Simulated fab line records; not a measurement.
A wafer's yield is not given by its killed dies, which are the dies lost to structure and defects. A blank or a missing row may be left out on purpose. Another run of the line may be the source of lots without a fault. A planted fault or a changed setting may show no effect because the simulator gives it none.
Split-lot experiment + flow sky130 + 5 lots, 23 wafers read, on a route of 708 steps

## ABOUT THE SPLIT
At SKY_VIA1_SPUTTER_20 (material TiN, target thk 20 nm, time 80 s), the setting time_s was moved away from the recipe's 80 s on 9 of the 23 wafers read, by +8.0% to +10.2%. All remaining wafers had this setting at the recipe value.

The split's own step is where the reading is taken.

## THE READING
TiN_of_VIA1_SPUTTER_20.thk_nm (the simulator's own value, which no gauge read), in nm, at SKY_VIA1_SPUTTER_20 (material TiN, target thk 20 nm, time 80 s). The file gives no usual value for it. Across the 14 wafers here that went through the recipe, the average is 19.95 nm and the standard deviation 0.31 nm.

| wafer  | tool, chamber at the split | time_s as run, s | against the recipe | TiN_of_VIA1_SPUTTER_20.thk_nm, nm | against lot-mates on the recipe |
|--------|----------------------------|------------------|--------------------|-----------------------------------|---------------------------------|
| L074.2 | pvd_sputter-03, -          | 80               | recipe             | 20.17                             | -                               |
| L074.3 | pvd_sputter-03, -          | 80               | recipe             | 20.05                             | -                               |
| L074.4 | pvd_sputter-03, -          | 80               | recipe             | 20.5                              | -                               |
| L075.1 | pvd_sputter-02, -          | 80               | recipe             | 19.46                             | -                               |
| L075.2 | pvd_sputter-02, -          | 86.37            | +8.0%              | 20.96                             | +1.41                           |
| L075.3 | pvd_sputter-02, -          | 86.37            | +8.0%              | 20.71                             | +1.16                           |
| L075.5 | pvd_sputter-02, -          | 86.37            | +8.0%              | 20.53                             | +0.98                           |
| L075.6 | pvd_sputter-02, -          | 80               | recipe             | 19.63                             | -                               |
| L080.1 | pvd_sputter-02, -          | 88.15            | +10.2%             | 21.8                              | +2.28                           |
| L080.2 | pvd_sputter-02, -          | 88.15            | +10.2%             | 21.93                             | +2.41                           |
| L080.3 | pvd_sputter-02, -          | 80               | recipe             | 19.74                             | -                               |
| L080.4 | pvd_sputter-02, -          | 88.15            | +10.2%             | 21.39                             | +1.87                           |
| L080.5 | pvd_sputter-02, -          | 80               | recipe             | 19.3                              | -                               |
| L083.1 | pvd_sputter-03, -          | 80               | recipe             | 19.92                             | -                               |
| L083.2 | pvd_sputter-03, -          | 80               | recipe             | 20.29                             | -                               |
| L083.3 | pvd_sputter-03, -          | 80               | recipe             | 20.02                             | -                               |
| L083.5 | pvd_sputter-03, -          | 80               | recipe             | 20.04                             | -                               |
| L083.6 | pvd_sputter-03, -          | 80               | recipe             | 20.12                             | -                               |
| L085.1 | pvd_sputter-01, -          | 87.63            | +9.5%              | 22.13                             | +2.13                           |
| L085.2 | pvd_sputter-01, -          | 80               | recipe             | 19.99                             | -                               |
| L085.3 | pvd_sputter-01, -          | 87.63            | +9.5%              | 22.02                             | +2.02                           |
| L085.4 | pvd_sputter-01, -          | 80               | recipe             | 20.01                             | -                               |
| L085.6 | pvd_sputter-01, -          | 87.63            | +9.5%              | 22.08                             | +2.08                           |

THE FIT
A straight line over all 23 wafers: TiN_of_VIA1_SPUTTER_20.thk_nm changes by +0.175 nm for each +1% of time_s; r = +0.90; the points scatter about the line by 0.4 nm.
The same after taking each lot's own level away (the mean of its wafers on the recipe; 23 wafers): +0.201 nm for each +1%; r = +0.97; scatter 0.24 nm.
According to that fit, moving time_s by its largest amount changes the reading by 2.1 nm.
Measured against the standard deviation above, the lots' own levels, which go from 19.520 to 20.240 nm, span 2.3 times it.
So the lot-to-lot level changes the slope: the two fits differ.
Check: with one of the wafers moved furthest among these (+10.2%) left out of the fit, the line predicts +2 nm for it against its lot-mates. It came out at +2.28 nm against them.

## OTHER SPLITS APPLIED TO THESE WAFERS
Before the reading, these wafers also passed through other splits. Each is held against what the fit with the lots' levels taken away leaves over:
| other split on the same wafers               | wafers away from the commonest value | r with TiN_of_VIA1_SPUTTER_20.thk_nm (lot level and that fit taken away) |
|----------------------------------------------|--------------------------------------|--------------------------------------------------------------------------|
| SKY_SD_N_IMPLANT_09 energy_kev               | 8                                    | +0.27                                                                    |
| SKY_LI_CONTACT_CMP_02 leave_above_ref_nm     | 12                                   | +0.14                                                                    |
| SKY_LI_CONTACT_ETCH_15 bias_w                | 5                                    | -0.21                                                                    |
| SKY_LOCAL_INTERCONNECT_COAT_06 resist_thk_nm | 6                                    | +0.13                                                                    |
| SKY_LOCAL_INTERCONNECT_ETCH_13 time_s        | 8                                    | +0.31                                                                    |
| SKY_METAL1_SPUTTER_00 time_s                 | 6                                    | +0.07                                                                    |
| SKY_METAL1_COAT_09 resist_thk_nm             | 9                                    | -0.13                                                                    |
| SKY_METAL1_ETCH_18 ion_energy_ev             | 4                                    | +0.21                                                                    |
| SKY_VIA1_HDPCVD_00 sih4_flow_sccm            | 8                                    | +0.02                                                                    |

## FILE'S OWN FIT
TiN_of_VIA1_SPUTTER_20.thk_nm changes by +0.2 nm for each +1% of time_s, r = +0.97.
